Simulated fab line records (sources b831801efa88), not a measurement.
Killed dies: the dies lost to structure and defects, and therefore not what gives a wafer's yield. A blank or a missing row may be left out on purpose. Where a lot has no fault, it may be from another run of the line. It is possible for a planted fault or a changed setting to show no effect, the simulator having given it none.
Chamber matching :: flow gf180mcu :: 4 sister chambers for GF_CONTACT_ETCH_16 on rieDiel-04
The step etches BARC in N2/H2. 14 wafers are shown with their chamber, then 7 later ones without.

== WAFERS WITH THEIR CHAMBER ==
wafer: L481.3
chamber: 2
throttleValvePct (%): 13.209
oesProductAu (a.u.): 0.859

wafer: L481.5
chamber: 0
throttleValvePct (%): 13.221
oesProductAu (a.u.): 0.861

wafer: L481.6
chamber: 3
throttleValvePct (%): 13.232
oesProductAu (a.u.): 0.859

wafer: L482.2
chamber: 1
throttleValvePct (%): 13.231
oesProductAu (a.u.): 0.853

wafer: L482.3
chamber: 3
throttleValvePct (%): 13.223
oesProductAu (a.u.): 0.847

wafer: L482.6
chamber: 0
throttleValvePct (%): 13.212
oesProductAu (a.u.): 0.844

wafer: L492.3
chamber: 2
throttleValvePct (%): 13.237
oesProductAu (a.u.): 0.858

wafer: L492.5
chamber: 1
throttleValvePct (%): 13.231
oesProductAu (a.u.): 0.850

wafer: L492.6
chamber: 2
throttleValvePct (%): 13.225
oesProductAu (a.u.): 0.858

wafer: L493.1
chamber: 3
throttleValvePct (%): 13.234
oesProductAu (a.u.): 0.856

wafer: L493.3
chamber: 0
throttleValvePct (%): 13.230
oesProductAu (a.u.): 0.859

wafer: L493.4
chamber: 2
throttleValvePct (%): 13.234
oesProductAu (a.u.): 0.854

wafer: L494.2
chamber: 0
throttleValvePct (%): 13.220
oesProductAu (a.u.): 0.855

wafer: L494.3
chamber: 1
throttleValvePct (%): 13.231
oesProductAu (a.u.): 0.861

SIGNATURES (averages over the wafers above)
reading: throttleValvePct
chamber 0: 13.22075
chamber 1: 13.23100
chamber 2: 13.22625
chamber 3: 13.22967
scatter within a chamber: 0.0084

reading: oesProductAu
chamber 0: 0.85475
chamber 1: 0.85467
chamber 2: 0.85725
chamber 3: 0.85400
scatter within a chamber: 0.00575
Rule: distance of a wafer from a chamber = root of the sum over the readings of ((wafer's reading minus chamber's mean) / reading's scatter) squared. If the next closest chamber is less than 2 further off than the closest, the wafer can't be placed; otherwise it belongs to the closest. The scatter: take each reading less its chamber's mean, square it, sum over the shown wafers, divide by the number of wafers less the number of chambers, and take the root.

== WAFERS MISSING THEIR CHAMBER ==
wafer: L494.4
throttleValvePct (%): 13.220
oesProductAu (a.u.): 0.857

wafer: L496.2
throttleValvePct (%): 13.226
oesProductAu (a.u.): 0.858

wafer: L496.3
throttleValvePct (%): 13.237
oesProductAu (a.u.): 0.859

wafer: L496.6
throttleValvePct (%): 13.225
oesProductAu (a.u.): 0.853

wafer: L498.2
throttleValvePct (%): 13.228
oesProductAu (a.u.): 0.849

wafer: L498.5
throttleValvePct (%): 13.206
oesProductAu (a.u.): 0.858

wafer: L498.6
throttleValvePct (%): 13.225
oesProductAu (a.u.): 0.855

== CHAMBER TAKEN BY EACH ==
wafer: L494.4
from the rows above: can't be placed: 0 or 2 or 3 or 1
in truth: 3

wafer: L496.2
from the rows above: can't be placed: 2 or 3 or 1 or 0
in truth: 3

wafer: L496.3
from the rows above: can't be placed: 1 or 3 or 2 or 0
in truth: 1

wafer: L496.6
from the rows above: can't be placed: 3 or 0 or 2 or 1
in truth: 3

wafer: L498.2
from the rows above: can't be placed: 3 or 1 or 0 or 2
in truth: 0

wafer: L498.5
from the rows above: can't be placed: 0 or 2 or 3 or 1
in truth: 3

wafer: L498.6
from the rows above: can't be placed: 2 or 0 or 3 or 1
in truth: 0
Correct placement for 0 of the 7. These rows do not allow placing 7 (true chamber among the candidates in 7). Number placed wrongly: 0.
